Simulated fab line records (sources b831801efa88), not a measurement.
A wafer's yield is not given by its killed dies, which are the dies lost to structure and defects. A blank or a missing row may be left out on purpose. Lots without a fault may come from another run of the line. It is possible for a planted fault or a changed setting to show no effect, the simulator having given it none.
fab line records ; flow sky130
record lots=13; wafers=39; last_day=50
route steps=708 shown VT_ADJUST_NCORE@126 VT_ADJUST_PCH@150 LDD_HVN@274 LDD_HVP@282 PAD_OPEN@708
lots with no fault: from the same line, run without faults
start_h: hours from the record's opening day to when the first of the lot's shown wafers began ; wait_h: how many hours have passed since the lot's step before this one ; " unchanged from the row above ; L1.1+2: one row covering several wafers at once ; - no value present, or no start provided ; * or withheld: withheld ; < > ~ a bound
route shown NAME@n: a module of which the file shows steps, and the number in the route of the first ; usual: mean/standard deviation of fault-free wafers ; same: alike in all rows ; chamber/n: place in a boat ; sites: readings site by site ; _std_site: standard deviation across them ; _edge_site: inner sites' mean taken away from outer sites' mean ; radius_mm: for every site, how far away it sits from the centre of the wafer ; mask NAME#n: copy n ; behind: tool/chamber where the wafer was last shaped ; hold: the reason the lot was held/the length of the hold in hours/how it ended ; device: names the non-switching transistor (n, p or np) ; end of line: tests of these same wafers at the route's end ; a step with no rows: only its recipe ; killed: dies that structure and defects cost at the first sort, which is not the same as the wafer's yield ; map: per-die view of a wafer (x killed, . not killed, _ where there is no die)
set.NAME: the setting as run; set.NAME@STEP: as run at that earlier step ; model.NAME: the simulator's own value behind a step, which no gauge read
a sample of lots followed through the steps of the route, with each step as a table and each wafer as a row
services: the hour from which a tool's chamber was out of use, counted from the record's first day as start_h (under 0 if before that day), plus the number of hours and why
## steps
# step SKY_VT_ADJUST_NCORE_CD_MEAS_07
# recipe target_cd_nm=380
# usual cd_nm=380.5/2.8
lot.wafer;tool;chamber;start_h;wait_h;cd_nm
L398.1;cd_sem-02;-;187.75;0.1;380.3
L398.4;cd_sem-02;-;187.75;0.1;381.0
L398.6;cd_sem-02;-;187.75;0.1;381.1
L399.1;cd_sem-01;-;198.50;0.1;382.0
L399.3;cd_sem-01;-;198.50;0.1;380.9
L399.4;cd_sem-01;-;198.50;0.1;381.0
L402.1;cd_sem-01;-;220.90;0.1;385.5
L402.2;cd_sem-01;-;220.90;0.1;381.6
L402.4;cd_sem-01;-;220.90;0.1;380.9
L404.1;cd_sem-02;-;234.80;0.1;376.0
L404.3;cd_sem-02;-;234.80;0.1;379.8
L404.6;cd_sem-02;-;234.80;0.1;380.3
L405.2;cd_sem-01;-;238.49;0.1;376.6
L405.5;cd_sem-01;-;238.49;0.1;378.3
L405.6;cd_sem-01;-;238.49;0.1;382.9
L408.3;cd_sem-02;-;262.94;0.1;383.0
L408.4;cd_sem-02;-;262.94;0.1;382.2
L408.5;cd_sem-02;-;262.94;0.1;380.3
L410.2;cd_sem-01;-;272.32;0.1;381.3
L410.3;cd_sem-01;-;272.32;0.1;384.3
L410.6;cd_sem-01;-;272.32;0.1;384.4
L414.1;cd_sem-02;-;307.47;0.1;378.2
L414.2;cd_sem-02;-;307.47;0.1;373.9
L414.6;cd_sem-02;-;307.47;0.1;378.1
L415.2;cd_sem-01;-;311.07;0.1;381.9
L415.4;cd_sem-01;-;311.07;0.1;378.4
L415.5;cd_sem-01;-;311.07;0.1;379.7
L417.3;cd_sem-02;-;322.39;0.1;378.6
L417.5;cd_sem-02;-;322.39;0.1;380.5
L417.6;cd_sem-02;-;322.39;0.1;379.3
L418.1;cd_sem-02;-;330.95;0.1;374.6
L418.4;cd_sem-02;-;330.95;0.1;374.6
L418.6;cd_sem-02;-;330.95;0.1;373.5
L419.1;cd_sem-02;-;335.37;0.1;377.5
L419.3;cd_sem-02;-;335.37;0.1;379.8
L419.6;cd_sem-02;-;335.37;0.1;378.6
L420.2;cd_sem-02;-;348.12;0.1;377.2
L420.3;cd_sem-02;-;348.12;0.1;379.0
L420.4;cd_sem-02;-;348.12;0.1;378.5
# step SKY_VT_ADJUST_PCH_OVL_MEAS_07
# usual VT_ADJUST_PCH_OVL=-0.3/1.4
lot.wafer;tool;chamber;start_h;wait_h;VT_ADJUST_PCH_OVL[nm]
L398.1;overlay-02;-;232.90;-;-1.2
L398.4;overlay-02;-;232.90;-;-0.9
L398.6;overlay-02;-;232.90;-;0.2
L399.1;overlay-02;-;244.02;-;-1.6
L399.3;overlay-02;-;244.02;-;-1.2
L399.4;overlay-02;-;244.02;-;-0.6
L402.1;overlay-02;-;268.67;-;-2.9
L402.2;overlay-02;-;268.67;-;-0.4
L402.4;overlay-02;-;268.67;-;0.2
L404.1;overlay-01;-;284.32;-;0.0
L404.3;overlay-01;-;284.32;-;-0.1
L404.6;overlay-01;-;284.32;-;2.4
L405.2;overlay-02;-;287.37;-;0.9
L405.5;overlay-02;-;287.37;-;1.0
L405.6;overlay-02;-;287.37;-;-0.9
L408.3;overlay-01;-;314.33;-;-1.5
L408.4;overlay-01;-;314.33;-;-2.2
L408.5;overlay-01;-;314.33;-;-3.7
L410.2;overlay-02;-;323.98;-;-1.0
L410.3;overlay-02;-;323.98;-;0.3
L410.6;overlay-02;-;323.98;-;-1.3
L414.1;overlay-01;-;360.90;-;-0.3
L414.2;overlay-01;-;360.90;-;0.7
L414.6;overlay-01;-;360.90;-;-1.0
L415.2;overlay-01;-;365.72;-;-0.4
L415.4;overlay-01;-;365.72;-;-1.8
L415.5;overlay-01;-;365.72;-;1.2
L417.3;overlay-01;-;377.78;-;-0.9
L417.5;overlay-01;-;377.78;-;0.0
L417.6;overlay-01;-;377.78;-;0.0
L418.1;overlay-02;-;386.82;-;-1.2
L418.4;overlay-02;-;386.82;-;-0.4
L418.6;overlay-02;-;386.82;-;-4.5
L419.1;overlay-01;-;392.20;-;-0.1
L419.3;overlay-01;-;392.20;-;0.9
L419.6;overlay-01;-;392.20;-;0.6
L420.2;overlay-02;-;405.12;-;1.3
L420.3;overlay-02;-;405.12;-;-0.7
L420.4;overlay-02;-;405.12;-;0.8
# step SKY_LDD_HVN_OVL_MEAS_07
# usual LDD_HVN_OVL=-0.1/1.3
lot.wafer;tool;chamber;start_h;wait_h;LDD_HVN_OVL[nm]
L398.1;overlay-02;-;473.72;0.1;-0.5
L398.4;overlay-02;-;473.72;0.1;0.9
L398.6;overlay-02;-;473.72;0.1;1.3
L399.1;overlay-02;-;486.92;0.1;0.7
L399.3;overlay-02;-;486.92;0.1;1.5
L399.4;overlay-02;-;486.92;0.1;1.3
L402.1;overlay-02;-;516.05;0.1;-1.3
L402.2;overlay-02;-;516.05;0.1;-1.5
L402.4;overlay-02;-;516.05;0.1;-1.2
L404.1;overlay-01;-;534.15;0.1;0.5
L404.3;overlay-01;-;534.15;0.1;0.1
L404.6;overlay-01;-;534.15;0.1;0.2
L405.2;overlay-02;-;538.35;0.1;-0.2
L405.5;overlay-02;-;538.35;0.1;0.4
L405.6;overlay-02;-;538.35;0.1;1.7
L408.3;overlay-02;-;567.48;0.1;0.6
L408.4;overlay-02;-;567.48;0.1;-2.6
L408.5;overlay-02;-;567.48;0.1;0.5
L410.2;overlay-02;-;580.72;0.1;-1.3
L410.3;overlay-02;-;580.72;0.1;-3.6
L410.6;overlay-02;-;580.72;0.1;-2.1
L414.1;overlay-01;-;622.82;0.1;-0.5
L414.2;overlay-01;-;622.82;0.1;1.5
L414.6;overlay-01;-;622.82;0.1;0.6
L415.2;overlay-01;-;623.70;0.1;-0.9
L415.4;overlay-01;-;623.70;0.1;0.6
L415.5;overlay-01;-;623.70;0.1;-0.1
L417.3;overlay-02;-;632.31;0.1;-0.8
L417.5;overlay-02;-;632.31;0.1;-0.8
L417.6;overlay-02;-;632.31;0.1;-1.4
L418.1;overlay-02;-;644.65;0.1;-2.8
L418.4;overlay-02;-;644.65;0.1;-2.6
L418.6;overlay-02;-;644.65;0.1;-3.5
L419.1;overlay-01;-;648.17;0.1;1.6
L419.3;overlay-01;-;648.17;0.1;2.2
L419.6;overlay-01;-;648.17;0.1;0.8
L420.2;overlay-02;-;660.97;0.1;0.1
L420.3;overlay-02;-;660.97;0.1;-0.8
L420.4;overlay-02;-;660.97;0.1;-0.4
# step SKY_LDD_HVP_EXPOSE_04
# recipe mask_id=HVPTM; na=0.6; source_shape=conventional; sigma_outer=0.6; polarization=unpolarized; target_cd_nm=700; dose_mj=86
# same sigma_outer=0.6
lot.wafer;tool;chamber;start_h;wait_h;mask
L398.1+4+6;iline_stepper-01;0;489.92;-;HVPTM#0
L399.1+3+4;iline_stepper-02;0;501.99;-;HVPTM#0
L402.1+2+4;iline_stepper-02;0;531.59;-;HVPTM#0
L404.1+3+6;iline_stepper-02;0;549.80;-;HVPTM#0
L405.2+5+6;iline_stepper-02;0;553.74;-;HVNTM#0
L408.3+4+5;iline_stepper-02;0;582.91;-;HVPTM#0
L410.2+3+6;iline_stepper-02;0;595.42;-;HVPTM#0
L414.1+2+6;iline_stepper-02;0;637.57;-;HVPTM#0
L415.2+4+5;iline_stepper-01;0;638.61;-;HVPTM#0
L417.3+5+6;iline_stepper-02;0;647.83;-;HVPTM#0
L418.1+4+6;iline_stepper-01;0;659.73;-;HVPTM#0
L419.1+3+6;iline_stepper-02;0;663.68;-;HVPTM#0
L420.2+3+4;iline_stepper-02;0;675.99;-;HVPTM#0
# step SKY_LDD_HVP_OVL_MEAS_07
# usual LDD_HVP_OVL=0.1/1.5
lot.wafer;tool;chamber;start_h;wait_h;LDD_HVP_OVL[nm]
L398.1;overlay-01;-;504.55;0.1;-1.1
L398.4;overlay-01;-;504.55;0.1;-1.5
L398.6;overlay-01;-;504.55;0.1;-1.8
L399.1;overlay-02;-;517.47;0.1;-1.3
L399.3;overlay-02;-;517.47;0.1;-1.9
L399.4;overlay-02;-;517.47;0.1;-1.2
L402.1;overlay-02;-;546.22;0.1;-0.2
L402.2;overlay-02;-;546.22;0.1;3.7
L402.4;overlay-02;-;546.22;0.1;1.3
L404.1;overlay-01;-;564.52;0.1;0.1
L404.3;overlay-01;-;564.52;0.1;-1.1
L404.6;overlay-01;-;564.52;0.1;-0.6
L405.2;overlay-01;-;568.42;0.1;-
L405.5;overlay-01;-;568.42;0.1;-
L405.6;overlay-01;-;568.42;0.1;-
L408.3;overlay-01;-;597.28;0.1;1.1
L408.4;overlay-01;-;597.28;0.1;-1.0
L408.5;overlay-01;-;597.28;0.1;0.0
L410.2;overlay-01;-;610.17;0.1;0.3
L410.3;overlay-01;-;610.17;0.1;1.2
L410.6;overlay-01;-;610.17;0.1;-1.1
L414.1;overlay-02;-;652.07;0.1;0.7
L414.2;overlay-02;-;652.07;0.1;0.7
L414.6;overlay-02;-;652.07;0.1;1.2
L415.2;overlay-02;-;652.67;0.1;0.9
L415.4;overlay-02;-;652.67;0.1;-0.4
L415.5;overlay-02;-;652.67;0.1;0.3
L417.3;overlay-01;-;662.08;0.1;0.0
L417.5;overlay-01;-;662.08;0.1;-0.8
L417.6;overlay-01;-;662.08;0.1;-2.0
L418.1;overlay-02;-;674.05;0.1;0.5
L418.4;overlay-02;-;674.05;0.1;0.5
L418.6;overlay-02;-;674.05;0.1;0.6
L419.1;overlay-02;-;677.65;0.1;1.2
L419.3;overlay-02;-;677.65;0.1;1.7
L419.6;overlay-02;-;677.65;0.1;0.3
L420.2;overlay-02;-;689.86;0.1;-1.1
L420.3;overlay-02;-;689.86;0.1;-0.1
L420.4;overlay-02;-;689.86;0.1;-0.1
# step SKY_LDD_HVP_TW_MEAS_10
# usual LDD_HVP_TW=460/3.7
lot.wafer;tool;chamber;start_h;wait_h;LDD_HVP_TW
L398.1;film_metro-01;-;504.84;0.1;462
L398.4;film_metro-01;-;504.84;0.1;462
L398.6;film_metro-01;-;504.84;0.1;462
L399.1;film_metro-03;-;517.75;0.1;455
L399.3;film_metro-03;-;517.75;0.1;455
L399.4;film_metro-03;-;517.75;0.1;455
L402.1;film_metro-03;-;546.51;0.1;454
L402.2;film_metro-03;-;546.51;0.1;453
L402.4;film_metro-03;-;546.51;0.1;454
L404.1;film_metro-04;-;564.81;0.1;464
L404.3;film_metro-04;-;564.81;0.1;467
L404.6;film_metro-04;-;564.81;0.1;464
L405.2;film_metro-01;-;568.71;0.1;30
L405.5;film_metro-01;-;568.71;0.1;30
L405.6;film_metro-01;-;568.71;0.1;30
L408.3;film_metro-04;-;597.58;0.1;463
L408.4;film_metro-04;-;597.58;0.1;464
L408.5;film_metro-04;-;597.58;0.1;462
L410.2;film_metro-01;-;610.46;0.1;461
L410.3;film_metro-01;-;610.46;0.1;460
L410.6;film_metro-01;-;610.46;0.1;456
L414.1;film_metro-03;-;652.35;0.1;455
L414.2;film_metro-03;-;652.35;0.1;458
L414.6;film_metro-03;-;652.35;0.1;456
L415.2;film_metro-04;-;652.96;0.1;462
L415.4;film_metro-04;-;652.96;0.1;465
L415.5;film_metro-04;-;652.96;0.1;459
L417.3;film_metro-03;-;662.38;0.1;457
L417.5;film_metro-03;-;662.38;0.1;457
L417.6;film_metro-03;-;662.38;0.1;454
L418.1;film_metro-01;-;674.34;0.1;461
L418.4;film_metro-01;-;674.34;0.1;461
L418.6;film_metro-01;-;674.34;0.1;460
L419.1;film_metro-03;-;677.94;0.1;456
L419.3;film_metro-03;-;677.94;0.1;454
L419.6;film_metro-03;-;677.94;0.1;456
L420.2;film_metro-01;-;690.15;0.1;459
L420.3;film_metro-01;-;690.15;0.1;457
L420.4;film_metro-01;-;690.15;0.1;458
# step SKY_PAD_OPEN_PROBE_99
# usual killed_at_M0_to_M3=44/6.2; killed_at_M4_up=3.3/1.7; killed_at_contacts=24/4.9; killed_at_front_end=16/5; killed_at_other=0.3/0.48; killed_dies=88/9; killed_on_rim=17/3.7; killed_open=48/7; killed_short=39/6.1
# same gross_dies=492; killed_at_back_side=0
lot.wafer;tool;chamber;start_h;wait_h;killed_at_M0_to_M3;killed_at_M4_up;killed_at_contacts;killed_at_front_end;killed_at_other;killed_dies;killed_on_rim;killed_open;killed_short
L402.1;prober-02;-;1110.90;0.1;43;3;24;13;0;83;17;48;34
L402.2;prober-02;-;1110.95;0.1;35;5;16;18;0;74;11;36;34
L405.2;prober-01;-;1130.02;0.1;51;3;20;418;0;492;96;49;43
L405.5;prober-01;-;1130.17;0.2;43;5;23;421;0;492;96;45;41
L405.6;prober-01;-;1130.22;0.2;52;1;16;423;0;492;96;43;37
L414.1;prober-02;-;1186.37;0.1;44;4;15;19;1;83;17;42;41
L414.2;prober-02;-;1186.42;0.1;42;4;27;13;0;86;17;48;36
L415.4;prober-01;-;1187.42;0.2;48;4;22;16;0;90;16;45;45
# killed by level:class
L402.1 VIA1:geometric_particle:open=16 LI_CONTACT:geometric_particle:open=9 CONTACT:geometric_particle:open=6 METAL1:geometric_particle:short=6 LOCAL_INTERCONNECT:geometric_particle:short=5 METAL3:geometric_particle:short=5 FIELD_ISO:geometric_particle:short=4 FIELD_ISO:geometric_particle:open=4
L402.2 METAL1:geometric_particle:short=8 CONTACT:geometric_particle:open=7 VIA1:geometric_particle:open=6 POLY_GATE:geometric_particle:open=5 VIA2:geometric_particle:open=4 METAL4:geometric_particle:short=4 FIELD_ISO:geometric_particle:short=3 CONTACT:geometric_particle:short=3
L405.2 LDD_HVP:area_expose=400 VIA1:geometric_particle:open=9 CONTACT:geometric_particle:open=8 POLY_GATE:geometric_particle:open=7 METAL1:geometric_particle:short=6 LI_CONTACT:geometric_particle:open=6 VIA1:geometric_particle:short=6 VIA3:geometric_particle:open=6
L405.5 LDD_HVP:area_expose=406 CONTACT:geometric_particle:open=10 VIA1:geometric_particle:open=9 VIA2:geometric_particle:open=6 METAL1:geometric_particle:short=6 POLY_GATE:geometric_particle:short=5 LI_CONTACT:geometric_particle:open=5 FIELD_ISO:geometric_particle:open=4
L405.6 LDD_HVP:area_expose=412 VIA1:geometric_particle:short=10 VIA1:geometric_particle:open=10 VIA3:geometric_particle:open=7 VIA2:geometric_particle:open=6 LI_CONTACT:geometric_particle:open=5 METAL2:geometric_particle:short=5 FIELD_ISO:geometric_particle:open=4
L414.1 VIA1:geometric_particle:open=14 FIELD_ISO:geometric_particle:short=8 CONTACT:geometric_particle:open=7 METAL1:geometric_particle:short=6 VIA1:geometric_particle:short=6 VIA3:geometric_particle:open=4 METAL2:geometric_particle:short=4 VIA2:geometric_particle:open=4
L414.2 VIA1:geometric_particle:open=10 CONTACT:geometric_particle:open=10 VIA3:geometric_particle:open=10 METAL1:geometric_particle:short=6 LI_CONTACT:geometric_particle:open=4 LOCAL_INTERCONNECT:geometric_particle:short=4 CONTACT:geometric_particle:short=4 METAL4:geometric_particle:short=4
L415.4 VIA2:geometric_particle:open=12 METAL1:geometric_particle:short=9 VIA1:geometric_particle:open=7 CONTACT:geometric_particle:open=6 LI_CONTACT:geometric_particle:open=5 CONTACT:geometric_particle:short=5 FIELD_ISO:geometric_particle:short=4 POLY_GATE:geometric_particle:short=4
## services
tool;chamber;start_h;hours;kind
iline_stepper-02;-;497.23;1.7;pm
iline_stepper-02;0;615.69;-;calibration
iline_stepper-01;-;631.14;1.7;pm
iline_stepper-01;0;648.35;-;calibration
iline_stepper-02;-;667.24;-;calibration
## key
first_sign step=SKY_LDD_HVP_EXPOSE_04; reading=mask; direction=changed
effect step=SKY_LDD_HVP_OVL_MEAS_07; reading=LDD_HVP_OVL; direction=missing
effect step=SKY_LDD_HVP_TW_MEAS_10; reading=LDD_HVP_TW; direction=down; sigmas=99+; usual=460; struck=30
effect step=SKY_PAD_OPEN_PROBE_99; reading=killed_at_front_end; direction=up; sigmas=80; usual=16; struck=421
more_kills_born_at SKY_LDD_HVP_EXPOSE_04@iline_stepper-02=1218
met_at SKY_LDD_HVP_EXPOSE_04
struck_lots L405
tester_left_out L405
not_acting_at SKY_VT_ADJUST_NCORE_CD_MEAS_07,SKY_VT_ADJUST_PCH_OVL_MEAS_07,SKY_LDD_HVN_OVL_MEAS_07
onset_between 549.80 553.74
fault kind=wrong_mask; tool=any; chamber=-; onset_h=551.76; steps=SKY_LDD_HVP_EXPOSE_04; aux_copy=HVNTM#0; scope=struck_lots_only
# tester_left_out: of these lots the tester's yield and bins aren't shown, on N5 and GAA mostly nor the transistor test; their killed dies are dies lost to structure and defects alone, not to doping, threshold or leakage, so they don't give the yield
